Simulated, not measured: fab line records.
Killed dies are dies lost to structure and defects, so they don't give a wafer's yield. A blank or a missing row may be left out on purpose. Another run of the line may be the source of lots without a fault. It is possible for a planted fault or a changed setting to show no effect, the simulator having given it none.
A single fault, viewed from 2 desks	flow sky130	every desk sees just its own numbers, and what lay behind them comes last

METROLOGY DESK
What the gauges read for every lot (on any tool): the sampled wafers with a number, averaged. The brackets show how far a lot's mean lies from the usual mean; more than 4 standard deviations puts the lot out of limits, marked OUT.
Columns: A = cd-nm at SKY_SONOS_TUNNEL_CD_MEAS_07, usual 410.2 nm; B = GATE_OXIDE_OXIDATION_00_THK at SKY_GATE_OXIDE_THK_MEAS_02, usual 10.18 nm; C = SPACER_CVD_00_THK at SKY_SPACER_THK_MEAS_01, usual 43.1 nm; D = RES_XHIGH_TW at SKY_RES_XHIGH_TW_MEAS_09, usual 1626
lot	first seen here	A	B	C	D
L482	day 11 03:39	407.6	10.28	42.7	1631
L483	day 11 19:46	412.0	9.90	43.0	1633
L484	day 12 02:47	410.0	10.28	43.0	1637
L485	day 12 05:19	409.6	9.65	43.0	1639
L486	day 12 18:36	412.3	10.25	43.2	1632
L488	day 13 10:20	407.4	10.00	42.7	1616
L490	day 14 02:23	410.4	10.19	43.1	1614
L491	day 14 05:38	408.6	10.46	43.1	1623
L493	day 14 23:11	412.5	10.22	43.8	1630
L501	day 17 16:20	408.1	10.16	56.6 (+38) OUT	1628
L502	day 17 23:35	408.4	10.02	55.9 (+37) OUT	1619
This desk's finding: out of limits on L501, L502; first on L501, day 29 18:53 (SPACER_CVD_00_THK at SKY_SPACER_THK_MEAS_01). Within limits: L482, L483, L484, L485, L486, L488, L490, L491, L493.

TOOL OWNER'S DESK, lpcvd-02
The tool's own readings at SKY_SPACER_CVD_00 (deposits Si3N4 from DCS/NH3, target thk 43.1 nm, time 740 s): means of the sampled wafers that have a number, for each lot that ran on this tool. The brackets show how far a lot's mean lies from the usual mean; more than 4 standard deviations puts the lot out of limits, marked OUT.
Columns: A = zone-power-bottom-pct at SKY_SPACER_CVD_00, usual 21.73 %; B = zone-power-centre-pct at SKY_SPACER_CVD_00, usual 14.4 %; C = zone-power-upper-pct at SKY_SPACER_CVD_00, usual 13.5 %
lot	first seen here	A	B	C
L482	day 22 19:34	21.69	12.6	14.7
L483	day 23 10:02	21.65	12.7	14.9
L484	day 23 15:05	21.43	12.7	14.9
L485	day 23 18:50	21.46	12.7	14.8
L486	day 24 17:34	21.38	12.6	14.7
L488	day 25 08:23	21.86	16.2	12.2
L490	day 25 23:42	22.04	16.3	12.2
L491	day 26 04:53	21.64	16.1	12.2
L493	day 26 22:41	21.76	12.8	15.0
L501	day 29 17:03	21.76	12.8	14.8
L502	day 29 22:23	21.73	12.7	14.7
This desk found nothing out of limits on any of the 11 lots.

PUT TOGETHER
On L501, L502, the metrology desk was in a position to raise an alarm at day 29 18:53.
The tool owner's desk saw nothing out of limits.
Tool owner's desk: L501, L502 on record, inside its limits.
Of the lots named, all ran SKY_SPACER_CVD_00 on lpcvd-02.

WHAT THE SIMULATOR HAD INSERTED
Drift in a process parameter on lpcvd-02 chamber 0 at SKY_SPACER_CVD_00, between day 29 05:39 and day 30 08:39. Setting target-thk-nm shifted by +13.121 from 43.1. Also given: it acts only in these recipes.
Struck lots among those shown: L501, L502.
Delay in hours, fault start to first out-of-limits reading, per desk: metrology desk 13.
